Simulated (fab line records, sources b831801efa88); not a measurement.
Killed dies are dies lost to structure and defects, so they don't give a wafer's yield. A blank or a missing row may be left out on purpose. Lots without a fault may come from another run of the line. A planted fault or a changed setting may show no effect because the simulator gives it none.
fab line records | flow sky130
record lots=11 wafers=33 last_day=50
route steps=708 shown METAL4@602 METAL5@676 PASSIVATION@683
lots that met no fault: from a run of the same line without faults
start_h: hours from the record's first day to the start of the lot's first wafer shown | wait_h: hours since the lot's step before | " the same as in the row above | L1.1+2: a row that stands for several wafers | - no value, or no start given | * or withheld: withheld | < > ~ a bound
route shown NAME@n: a module of which the file shows steps, and the number in the route of the first | usual: mean/standard deviation of fault-free wafers | same: alike in all rows | chamber/n: place in a boat | sites: the reading at each site | _std_site: their standard deviation | _edge_site: outer sites' mean less inner sites' | radius_mm: how far each site lies from the wafer's centre | mask NAME#n: copy n | behind: the tool/chamber that last shaped the wafer | hold: why the lot was held/for how many hours/how that ended | device: the transistor (n, p or np) that didn't switch | end of line: the same wafers' tests at the end of the route | a step without rows: its recipe alone | killed: dies lost to structure and defects at the first sort, not the wafer's yield | map: a wafer's dies, x killed, . not, _ none there
set.NAME: the setting as run; set.NAME@STEP: as run at that earlier step | model.NAME: the simulator's own value behind a step, which no gauge read
steps of the route over a sample of lots; a table a step, a row a wafer
services: from which hour (start_h, from the record's first day; less than 0 if before it) a tool's chamber was out of use, for how many hours, and why
## steps
# step SKY_METAL4_SPUTTER_04
# recipe material=TiN target_thk_nm=70 power_w=6500 time_s=58.3 chamber_pressure_pa=0.4
# usual throttle_valve_pct=30.0/0.95
# columns lot.wafer tool chamber start_h wait_h throttle_valve_pct
L586.4 pvd_sputter-04 - 936.91 0.0 30.1
L586.5 " - " " 30.3
L586.6 " - " " 30.5
L589.1 pvd_sputter-04 - 954.49 0.0 30.2
L589.2 " - " " 30.3
L589.4 " - " " 29.4
L590.2 pvd_sputter-02 - 959.87 0.0 29.6
L590.3 " - " " 29.6
L590.6 " - " " 31.2
L591.3 pvd_sputter-04 - 964.58 0.0 30.4
L591.4 " - " " 30.2
L591.5 " - " " 30.2
L592.1 pvd_sputter-02 - 969.55 0.0 30.0
L592.2 " - " " 29.2
L592.6 " - " " 29.5
L593.1 pvd_sputter-02 - 983.13 0.0 29.9
L593.3 " - " " 31.1
L593.6 " - " " 30.7
L595.1 pvd_sputter-03 - 989.60 0.0 28.6
L595.3 " - " " 30.3
L595.6 " - " " 33.1
L599.1 pvd_sputter-04 - 1030.76 0.0 30.1
L599.2 " - " " 30.3
L599.3 " - " " 29.6
L604.1 pvd_sputter-02 - 1056.16 0.0 28.6
L604.4 " - " " 30.9
L604.5 " - " " 28.7
L603.1 pvd_sputter-02 - 1057.43 0.0 29.6
L603.3 " - " " 30.7
L603.4 " - " " 28.7
L607.3 pvd_sputter-03 - 1088.46 0.0 28.2
L607.4 " - " " 30.4
L607.5 " - " " 28.6
# step SKY_METAL4_CD_MEAS_13
# recipe target_cd_nm=300
# usual cd_nm=299.8/1.4
# columns lot.wafer tool chamber start_h wait_h cd_nm
L586.4 cd_sem-01 - 985.69 - 297.6
L586.5 " - " " 297.6
L586.6 " - " " 298.8
L589.1 cd_sem-01 - 1003.35 - 298.4
L589.2 " - " " 298.1
L589.4 " - " " 298.0
L590.2 cd_sem-01 - 1008.42 - 301.3
L590.3 " - " " 301.6
L590.6 " - " " 300.8
L591.3 cd_sem-01 - 1013.31 - 300.7
L591.4 " - " " 300.6
L591.5 " - " " 302.2
L592.1 cd_sem-02 - 1016.32 - 300.3
L592.2 " - " " 298.7
L592.6 " - " " 298.9
L593.1 cd_sem-01 - 1030.40 - 299.3
L593.3 " - " " 300.5
L593.6 " - " " 299.3
L595.1 cd_sem-02 - 1035.92 - 299.2
L595.3 " - " " 297.8
L595.6 " - " " 299.4
L599.1 cd_sem-02 - 1075.47 - 299.5
L599.2 " - " " 300.4
L599.3 " - " " 298.8
L604.1 cd_sem-02 - 1098.20 - 298.9
L604.4 " - " " 299.7
L604.5 " - " " 298.9
L603.1 cd_sem-01 - 1100.47 - 300.9
L603.3 " - " " 299.8
L603.4 " - " " 301.2
L607.3 cd_sem-01 - 1128.56 - 300.4
L607.4 " - " " 300.6
L607.5 " - " " 299.2
# step SKY_METAL5_METAL_ETCH_15
# recipe target_depth_a=12600 stop_on=SiO2 over_etch_frac=0.2 time_s=252 chemistry=Cl2/BCl3 resist_sidewall_deg=86 pressure_mtorr=10 icp_w=900 bias_w=48.5 Cl2_flow_sccm=60 bcl3_flow_sccm=30
# usual drypump_motor_current_A=5.7/0.36 mfc_cl2_sccm=59.99/0.17 oes_product_au=0.895/0.0048 throttle_valve_pct=22.264/0.0086
# columns lot.wafer tool chamber start_h wait_h drypump_motor_current_A mfc_cl2_sccm oes_product_au rf_hours_counter_h throttle_valve_pct
L586.4 rie_metal-02 0 1034.75 0.1 5.6 60.06 0.889 - 22.250
L586.5 " 1 " " 6.0 59.75 0.889 - 22.256
L586.6 " 0 " " 5.6 59.96 0.892 - 22.273
L589.1 rie_metal-01 0 1051.65 0.0 5.4 59.76 0.896 8 22.252
L589.2 " 1 " " 5.3 60.30 0.894 18 22.262
L589.4 " 0 " " 5.4 60.06 0.902 - 22.260
L590.2 rie_metal-01 1 1056.55 0.0 5.3 59.83 0.892 19 22.272
L590.3 " 0 " " 5.4 60.31 0.902 - 22.256
L590.6 " 0 " " 5.4 60.22 0.899 - 22.262
L591.3 rie_metal-02 0 1060.93 0.1 5.6 60.04 0.895 - 22.276
L591.4 " 1 " " 6.0 60.16 0.899 - 22.275
L591.5 " 1 " " 6.0 59.97 0.899 - 22.263
L592.1 rie_metal-02 1 1063.32 0.0 6.0 60.03 0.893 11 22.256
L592.2 " 0 " " 5.6 59.95 0.904 17 22.262
L592.6 " 0 " " 5.6 60.01 0.893 - 22.253
L593.1 rie_metal-02 1 1077.15 0.0 6.0 59.50 0.887 12 22.262
L593.3 " 0 " " 5.6 59.92 0.901 - 22.247
L593.6 " 0 " " 5.6 60.06 0.888 - 22.266
L595.1 rie_metal-04 1 1082.50 0.0 6.0 60.13 0.896 11 22.262
L595.3 " 1 " " 6.0 60.15 0.893 - 22.257
L595.6 " 0 " " 6.3 60.26 0.900 - 22.254
L599.1 rie_metal-01 1 1118.29 0.1 5.3 59.87 0.890 25 22.259
L599.2 " 1 " " 5.3 59.91 0.890 - 22.261
L599.3 " 1 " " 5.3 59.91 0.890 - 22.265
L604.1 rie_metal-02 1 1140.20 0.0 6.0 60.26 0.896 17 22.271
L604.4 " 1 " " 6.0 59.96 0.898 - 22.270
L604.5 " 0 " " 5.6 59.86 0.896 - 22.265
L603.1 rie_metal-02 0 1142.24 0.0 5.6 60.10 0.904 23 22.264
L603.3 " 0 " " 5.6 60.09 0.894 - 22.261
L603.4 " 1 " " 6.0 59.99 0.889 - 22.270
L607.3 rie_metal-04 0 1168.47 0.1 6.3 59.91 0.901 - 22.256
L607.4 " 1 " " 6.0 60.29 0.889 - 22.266
L607.5 " 0 " " 6.3 60.05 0.901 - 22.265
# step SKY_PASSIVATION_CVD_02
# recipe material=Si3N4 target_thk_nm=540 temp_c=400 time_s=withheld rf_w=450
# usual heater_power_outer_w=451/79 heater_power_w=764/110 rf_fwd_power_W=449.2/1.3
# columns lot.wafer tool chamber start_h wait_h heater_power_outer_w heater_power_w rf_fwd_power_W
L586.4 pecvd-04 0 1035.72 0.1 401 725 449.2
L586.5 " 1 " " 526 858 448.9
L586.6 " 2 " " 527 884 449.8
L589.1 pecvd-04 0 1052.60 0.1 403 747 449.9
L589.2 " 1 " " 521 868 449.9
L589.4 " 0 " " 427 759 447.8
L590.2 pecvd-01 0 1057.55 0.0 527 801 449.4
L590.3 " 2 " " 396 709 449.7
L590.6 " 2 " " 438 747 449.3
L591.3 pecvd-01 1 1061.94 0.0 389 685 447.4
L591.4 " 0 " " 568 861 449.8
L591.5 " 1 " " 407 684 446.4
L592.1 pecvd-04 0 1064.34 0.1 422 754 445.1
L592.2 " 1 " " 567 908 450.0
L592.6 " 1 " " 575 903 450.7
L593.1 pecvd-01 2 1078.15 0.1 380 708 449.6
L593.3 " 0 " " 523 783 448.5
L593.6 " 1 " " 427 736 448.8
L595.1 pecvd-03 0 1083.68 0.1 400 737 449.5
L595.3 " 2 " " 490 822 448.6
L595.6 " 2 " " 511 814 450.3
L599.1 pecvd-04 0 1119.47 0.1 421 773 447.5
L599.2 " 1 " " 544 896 449.5
L599.3 " 2 " " 471 816 522.3
L604.1 pecvd-03 2 1141.16 0.1 409 706 449.7
L604.4 " 0 " " 476 850 448.1
L604.5 " 1 " " 315 550 449.9
L603.1 pecvd-01 2 1143.20 0.1 410 698 450.9
L603.3 " 1 " " 378 661 449.2
L603.4 " 0 " " 440 700 447.8
L607.3 pecvd-03 0 1169.30 0.0 428 791 446.0
L607.4 " 2 " " 481 808 449.4
L607.5 " 1 " " 249 445 446.6
# step SKY_PASSIVATION_THK_MEAS_03
# recipe reads=Si3N4_of_PASSIVATION_CVD_02
# usual PASSIVATION_CVD_02_THK=539/6.5
# columns lot.wafer tool chamber start_h wait_h PASSIVATION_CVD_02_THK[nm]
L586.4 film_metro-02 - 1035.87 - 538
L586.5 " - " " 542
L586.6 " - " " 536
L589.1 film_metro-01 - 1052.83 - 523
L589.2 " - " " 528
L589.4 " - " " 530
L590.2 film_metro-02 - 1057.79 - 539
L590.3 " - " " 541
L590.6 " - " " 549
L591.3 film_metro-02 - 1062.18 - 539
L591.4 " - " " 546
L591.5 " - " " 540
L592.1 film_metro-01 - 1064.56 - 530
L592.2 " - " " 534
L592.6 " - " " 546
L593.1 film_metro-01 - 1078.38 - 535
L593.3 " - " " 535
L593.6 " - " " 547
L595.1 film_metro-01 - 1083.91 - 536
L595.3 " - " " 532
L595.6 " - " " 546
L599.1 film_metro-04 - 1119.69 - 537
L599.2 " - " " 531
L599.3 " - " " 560
L604.1 film_metro-02 - 1141.38 - 528
L604.4 " - " " 537
L604.5 " - " " 541
L603.1 film_metro-04 - 1143.43 - 537
L603.3 " - " " 532
L603.4 " - " " 554
L607.3 film_metro-04 - 1169.55 - 536
L607.4 " - " " 551
L607.5 " - " " 551
## services
# columns tool chamber start_h hours kind
pecvd-03 - 922.78 1.8 repair
rie_metal-04 - 944.86 15.6 pm
pvd_sputter-04 - 950.55 2.1 repair
rie_metal-01 - 952.88 0.2 repair
pecvd-04 2 952.91 3.8 repair
pvd_sputter-02 0 958.13 - consumable_replace:kit
pvd_sputter-03 - 994.27 2.5 repair
rie_metal-01 1 1024.74 18.7 repair
pvd_sputter-02 - 1037.95 4.3 repair
pvd_sputter-02 - 1047.86 3.3 repair
rie_metal-04 - 1060.83 1.4 pm
pecvd-03 - 1064.46 0.4 repair
rie_metal-04 1 1066.61 1.7 repair
pecvd-01 2 1070.47 2.4 repair
rie_metal-01 0 1095.17 23.8 repair
pecvd-03 - 1095.42 1.8 repair
pvd_sputter-04 - 1098.44 3.5 repair
pvd_sputter-03 - 1109.31 2.0 repair
pecvd-04 1 1115.54 3.6 repair
pvd_sputter-02 - 1129.17 5.9 repair
pvd_sputter-02 - 1133.24 4.1 repair
rie_metal-02 - 1135.59 1.2 repair
rie_metal-01 - 1149.09 0.5 repair
pecvd-04 - 1159.82 1.0 repair
## key
first_sign step=SKY_PASSIVATION_CVD_02 reading=rf_fwd_power_W direction=up sigmas=58 usual=449.2 struck=522.3
effect step=SKY_PASSIVATION_THK_MEAS_03 reading=PASSIVATION_CVD_02_THK direction=up sigmas=3.2 usual=539 struck=560
met_at SKY_PASSIVATION_CVD_02
struck_lots L599
struck_wafers L599.3
not_acting_at SKY_METAL4_SPUTTER_04,SKY_METAL4_CD_MEAS_13,SKY_METAL5_METAL_ETCH_15
onset_between 1035.72 1119.47
fault kind=process_parameter_drift tool=pecvd-04 chamber=2 onset_h=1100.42 steps=SKY_PASSIVATION_CVD_02 channel=rf_w offset=72 shape=step end_h=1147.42 acts_in=these_recipes_only stated=450
